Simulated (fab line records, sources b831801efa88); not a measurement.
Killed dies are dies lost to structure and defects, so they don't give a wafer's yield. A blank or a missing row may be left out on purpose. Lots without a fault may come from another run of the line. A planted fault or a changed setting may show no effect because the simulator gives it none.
A struck lot beside a sound one | flow gf180mcu | 31 steps out of a route of 602
Sound: wafers L760.2, L760.3, L760.6. Struck: wafers L779.3, L779.6. The cause comes at the end.
At each step with rows: each side's tool, then ch and its chambers, then its first start. Under that, the readings that differ: sound wafers | struck wafers | difference of the means | sigmas: that difference in standard deviations of wafers without a fault.
alike: readings whose means differ by less than 2 such deviations, and words and numbers that are the same on both sides. not compared: withheld readings, readings that some wafer has no value for, bounds like >300 that may hide the same value, and numbers for which the record gives no deviation and whose values overlap.
The two part at a step that has a row with sigmas, a row that says differs or no value, or rows on one side only. Numbers that don't overlap but have no deviation are shown without sigmas and don't part them. A reading that every wafer of one side lacks parts them only if that side has two wafers or more.

first, 9 steps without rows for these wafers: GF_M1_SOFTBAKE_10 (time 60 s); GF_M1_EXPOSE_11 (exposes mask Metal1, target cd 230 nm); GF_M1_PEB_12 (peb time 90 s); GF_M1_DEVELOP_13 (develop time 60 s); GF_M1_METAL_ETCH_16 (etches the open film in Cl2/BCl3, stops on SiO2, target depth 627.5 nm, time 104.6 s); GF_M1_STRIP_17 (strips in O2/N2); GF_M1_STRIP_18 (strips in post etch residue remover, time 1200 s); GF_M1_CLEAN_19 (cleans in DIW); GF_V1_CVD_00 (deposits SiO2, target thk 600 nm, time 100 s).
GF_V1_CVD_02: deposits SiO2 from TEOS, target thk 850 nm, time 94.851 s.
  sound on pecvd-02 ch 0,1, day 17 16:14; struck on pecvd-02 ch 1,2, day 24 03:44
  reading                             | sound             | struck      | difference | sigmas
  run_length_s (s)                    | 122.0 123.0 123.1 | 74.0 74.6   | -48.4      | -99 or more
  model.SiO2_of_V1_CVD_02.thk_nm (nm) | 834.8 835.7 848.6 | 405.1 411.2 | -431.6     |
  alike: heater_power_w
GF_V1_THK_MEAS_03:
  sound on film_metro-03, day 17 16:19; struck on film_metro-04, day 24 03:49
  reading            | sound       | struck  | difference | sigmas
  V1_CVD_02_THK (nm) | 834 836 849 | 405 411 | -432       | -44
GF_V1_CMP_04: polishes SiO2.
  sound on cmp-01 ch 0,2,3, day 17 16:28; struck on cmp-02 ch 0,1, day 24 03:52
  reading                | sound    | struck | difference | sigmas
  time_to_endpoint_s (s) | 71 71 75 | 26 24  | -47        | -8
  alike: head_pressure_psi, motor_current_A, slurry_flow_ml_min
then, 9 steps without rows for these wafers: GF_V1_DEHYDRATE_06 (time 60 s); GF_V1_HMDS_07 (prime time 60 s); GF_V1_COAT_08; GF_V1_COAT_09 (resist thk 1000 nm); GF_V1_SOFTBAKE_10 (time 60 s); GF_V1_EXPOSE_11 (exposes mask Via1, target cd 260 nm); GF_V1_PEB_12 (peb time 90 s); GF_V1_DEVELOP_13 (develop time 60 s); GF_V1_ETCH_16 (etches BARC in N2/H2).
GF_V1_ETCH_17: etches SiO2 in C4F8/O2/Ar, stops on TiN, target depth 630 nm.
  sound on rie_diel-02 ch 0,2; struck on rie_diel-02 ch 1,2
  reading                        | sound             | struck      | difference | sigmas
  oes_product_au (a.u.)          | 0.850 0.854 0.857 | 0.680 0.683 | -0.172     | -38
  model.etch.depth_nm (nm)       | 632.1 632.8 632   | 405.1 411.2 | -224.1     |
  model.V1.feature_depth_nm (nm) | 632.1 632.8 632   | 405.1 411.2 | -224.1     |
then, 6 steps without rows for these wafers: GF_V1_STRIP_18 (strips in O2/N2); GF_V1_STRIP_19 (strips in post etch residue remover, time 1200 s); GF_V1_CLEAN_20 (cleans in DIW); GF_V1_SPUTTER_21 (material Ti, target thk 15 nm, time 80.02 s); GF_V1_SPUTTER_22 (material TiN, target thk 10 nm, time 40 s); GF_V1_CVD_23 (deposits W, target thk 350 nm, time 105.05 s).
GF_V1_CMP_26: polishes, stops on SiO2, t overpolish 15 s, target thk 0 nm.
  sound on cmp-02 ch 0,1,2, day 18 17:38; struck on cmp-01 ch 1, day 25 03:29
  reading                             | sound           | struck      | difference | sigmas
  model.SiO2_of_V1_CVD_02.thk_nm (nm) | 628.3 629 628.2 | 401.4 407.4 | -224.1     |
  alike: head_pressure_psi, motor_current_A, overpolish_run_s, slurry_flow_ml_min, time_to_endpoint_s
then, 1 step without rows for these wafers: GF_M2_SPUTTER_00 (material Ti, target thk 37.5 nm, time 150 s).
-- the record jumps here: 9 days lie between the struck wafers' starts before and after (it left off in module M2 and takes up again in module PASSIVATION, whose first step shown is number 602 of the route) --
GF_PASSIVATION_PROBE_99:
  sound on prober-01, day 29 13:29; struck on prober-02, day 34 06:50
  no value came back on the struck wafers for model.etest.tester.sort_n_pass, model.etest.tester.sort_yield_pct (%), model.etest.tester.sort_bin_3_pct (%), model.etest.tester.sort_bin_8_pct (%); on the sound wafers model.etest.tester.sort_n_pass reads 454 445 441
  reading                               | sound               | struck        | difference | sigmas
  model.etest.met2_comb.leak_log10_a_um | -11.92 -12.04 -12.1 | -7.105 -7.233 | +4.851     |
  model.etest.via1_chain.rc_ohm         | 6.291 6.488 6.307   | 5.964 5.819   | -0.470     |

WHERE THEY PART
First at GF_V1_CVD_02; last, within this record, at GF_PASSIVATION_PROBE_99.

WHY: what the simulator had put in
Process parameter drift: pecvd-02, from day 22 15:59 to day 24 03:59, at GF_V1_CVD_02. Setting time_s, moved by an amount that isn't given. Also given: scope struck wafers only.
